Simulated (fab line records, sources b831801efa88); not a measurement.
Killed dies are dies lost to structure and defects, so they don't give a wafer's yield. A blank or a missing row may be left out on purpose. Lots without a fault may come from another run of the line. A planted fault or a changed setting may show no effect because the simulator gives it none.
One fault seen from 2 desks | flow gf180mcu | each desk has only its own numbers; what lay behind them comes last

THE METROLOGY DESK
What the gauges read, lot by lot, whatever tool the lot ran on: means of the sampled wafers that have a number. A lot is out of limits, marked OUT, if its mean lies more than 4 standard deviations from the usual mean; the brackets give that distance.
Columns: A = V4_OVL at GF_V4_OVL_MEAS_15, usual 0 nm
lot  | first seen here | A
L367 | day 25 19:35    | 0
L366 | day 25 22:59    | 3
L369 | day 26 17:08    | -3
L370 | day 27 03:11    | -4
L372 | day 27 10:32    | -1
L371 | day 27 12:59    | -3
L374 | day 28 03:44    | -5
L375 | day 28 07:08    | 3
L376 | day 28 14:29    | -4
L377 | day 28 19:53    | -5
L378 | day 29 01:11    | 4
L379 | day 29 05:32    | 10
L386 | day 31 09:14    | -1
This desk's finding: nothing out of limits on any of the 13 lots.

THE TOOL OWNER'S DESK: pvd_sputter-01
The tool's own readings at GF_MIM_SPUTTER_09 (material TiN, target thk 35 nm, time 29.2 s): means of the sampled wafers that have a number, for each lot that ran on this tool. A lot is out of limits, marked OUT, if its mean lies more than 4 standard deviations from the usual mean; the brackets give that distance.
Columns: A = chamber_pressure_pa at GF_MIM_SPUTTER_09, usual 0.4000 Pa; B = throttle_valve_pct at GF_MIM_SPUTTER_09, usual 29.8 %
lot  | first seen here | A                | B
L375 | day 28 09:04    | 0.4006           | 29.3
L376 | day 28 16:15    | 0.4003           | 29.8
L377 | day 28 21:43    | 0.4163 (+22) OUT | 28.8
L378 | day 29 02:58    | 0.4156 (+21) OUT | 29.1
L379 | day 29 07:19    | 0.4167 (+22) OUT | 30.7
This desk's finding: out of limits on L377, L378, L379; first on L377, day 28 21:43 (chamber_pressure_pa at GF_MIM_SPUTTER_09). In limits: L375, L376.

PUT TOGETHER
The tool owner's desk could have raised an alarm at day 28 21:43, on L377, L378, L379.
The metrology desk saw nothing out of limits.
The metrology desk has L377, L378, L379 on record, within its limits.
Of the lots named, all ran GF_MIM_SPUTTER_09 on pvd_sputter-01.

WHAT THE SIMULATOR HAD PUT IN
Process parameter drift: pvd_sputter-01, from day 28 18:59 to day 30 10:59, at GF_MIM_SPUTTER_09. Setting chamber_pressure_pa, moved by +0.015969, from 0.4. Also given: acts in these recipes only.
Lots struck among those shown: L377, L378, L379.
Hours from the fault's start to each desk's first reading out of limits: the tool owner's desk, 3.
